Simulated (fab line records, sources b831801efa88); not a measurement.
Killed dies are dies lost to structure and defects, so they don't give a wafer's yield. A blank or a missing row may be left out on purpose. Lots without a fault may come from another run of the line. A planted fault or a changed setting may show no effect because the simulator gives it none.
Which tool did it? | flow sfq_line | 14 lots, 41 wafers sampled, at 2 steps of a route of 325

WHAT THE GAUGES READ, wafer by wafer
The record holds no reading of a measuring or inspecting step that can be judged against a usual standard deviation.

WHICH TOOL RAN EACH LOT (tool, then ch and the chambers of the sampled wafers, then the start)
lot  | SFQ_TRILAYER_A5B_DEP_PECVD_129  | SFQ_TRILAYER_A5B_METRO_MEASURE_131
L636 | pecvd-03 ch 0,1,2, day 49 13:26 | film_metro-02, day 49 19:04
L637 | pecvd-01 ch 0,1,2, day 49 13:44 | film_metro-04, day 49 21:02
L638 | pecvd-02 ch 0,1, day 52 18:27   | film_metro-01, day 52 21:35
L639 | pecvd-01 ch 0,1, day 52 19:23   | film_metro-02, day 52 22:28
L642 | pecvd-03 ch 0,1, day 53 00:03   | film_metro-04, day 53 05:01
L645 | pecvd-03 ch 0,2, day 53 15:02   | film_metro-02, day 53 21:01
L647 | pecvd-02 ch 0,1,2, day 54 09:22 | film_metro-01, day 54 17:12
L650 | pecvd-02 ch 0,2, day 55 16:53   | film_metro-01, day 55 20:54
L651 | pecvd-01 ch 1,2, day 55 22:32   | film_metro-04, day 56 01:38
L652 | pecvd-01 ch 1,2, day 57 18:06   | film_metro-01, day 57 21:53
L655 | pecvd-02 ch 1,2, day 58 09:34   | film_metro-01, day 58 13:14
L657 | pecvd-01 ch 0,1,2, day 64 07:29 | film_metro-01, day 64 10:47
L658 | pecvd-03 ch 1,2, day 64 14:41   | film_metro-02, day 64 17:59
L659 | pecvd-01 ch 0,1, day 64 17:05   | film_metro-01, day 64 20:13
- SFQ_TRILAYER_A5B_DEP_PECVD_129: deposits SiO2 from SiH4/N2O, time 133.33 s, target thk 600 nm.
- SFQ_TRILAYER_A5B_METRO_MEASURE_131

WHAT THE TOOLS THEMSELVES READ (means of the sampled wafers that have a number; where no wafer has one, the mark that the record gives instead)
SFQ_TRILAYER_A5B_DEP_PECVD_129. Usual: chamber_pressure_Torr 2.399 Torr, standard deviation 0.0052; heater_power_outer_w 33 W, standard deviation 9.1; heater_power_w 86 W, standard deviation 16; showerhead_vpp_V 844 V, standard deviation 45; throttle_valve_pct 24.9 %, standard deviation 1.4.
lot  | tool     | chamber_pressure_Torr (Torr) | heater_power_outer_w (W) | heater_power_w (W) | showerhead_vpp_V (V) | throttle_valve_pct (%) | flag
L636 | pecvd-03 | 2.399                        | 34                       | 85                 | 853                  | 25.6                   |
L637 | pecvd-01 | 2.396                        | 32                       | 85                 | 836                  | 23.4                   |
L638 | pecvd-02 | 2.401                        | 38                       | 94                 | 809                  | 25.6                   |
L639 | pecvd-01 | 2.401                        | 28                       | 74                 | 853                  | 23.5                   |
L642 | pecvd-03 | 2.397                        | 24                       | 68                 | 900                  | 25.8                   |
L645 | pecvd-03 | 2.397                        | 39                       | 99                 | 835                  | 24.5                   |
L647 | pecvd-02 | 2.402                        | 33                       | 89                 | 826                  | 25.6                   |
L650 | pecvd-02 | -                            | -                        | -                  | -                    | -                      | OFF
L651 | pecvd-01 | -                            | -                        | -                  | -                    | -                      | OFF
L652 | pecvd-01 | 2.399                        | 33                       | 91                 | 856                  | 23.7                   |
L655 | pecvd-02 | 2.392                        | 33                       | 89                 | 856                  | 23.6                   |
L657 | pecvd-01 | 2.397                        | 35                       | 87                 | 831                  | 24.6                   |
L658 | pecvd-03 | 2.396                        | 33                       | 87                 | 842                  | 26.7                   |
L659 | pecvd-01 | 2.396                        | 37                       | 88                 | 860                  | 24.8                   |

THE ANSWER, worked out from the rows above alone
Rule: a lot is off if the mean of its wafers that have a number lies more than 3 standard deviations from the usual mean. A lot without any number at a reading at which 4 lots or more have one is off too. The other lots that the step has rows for count as sound. The gauges are gone through in route order, then the tools' own readings, and for those a lot's mean is taken as printed above. The first step at which some lot is off is used, and at that step the reading that is off furthest; a lot without a number counts as furthest.
Off: L650, L651, at SFQ_TRILAYER_A5B_DEP_PECVD_129 (chamber_pressure_Torr). Without a number there: L650, L651.
A tool fits if, at that step or a process step before it, it ran every lot that is off, and no sound lot after the first of them. None of those tried fits.

WHAT THE SIMULATOR HAD PUT IN
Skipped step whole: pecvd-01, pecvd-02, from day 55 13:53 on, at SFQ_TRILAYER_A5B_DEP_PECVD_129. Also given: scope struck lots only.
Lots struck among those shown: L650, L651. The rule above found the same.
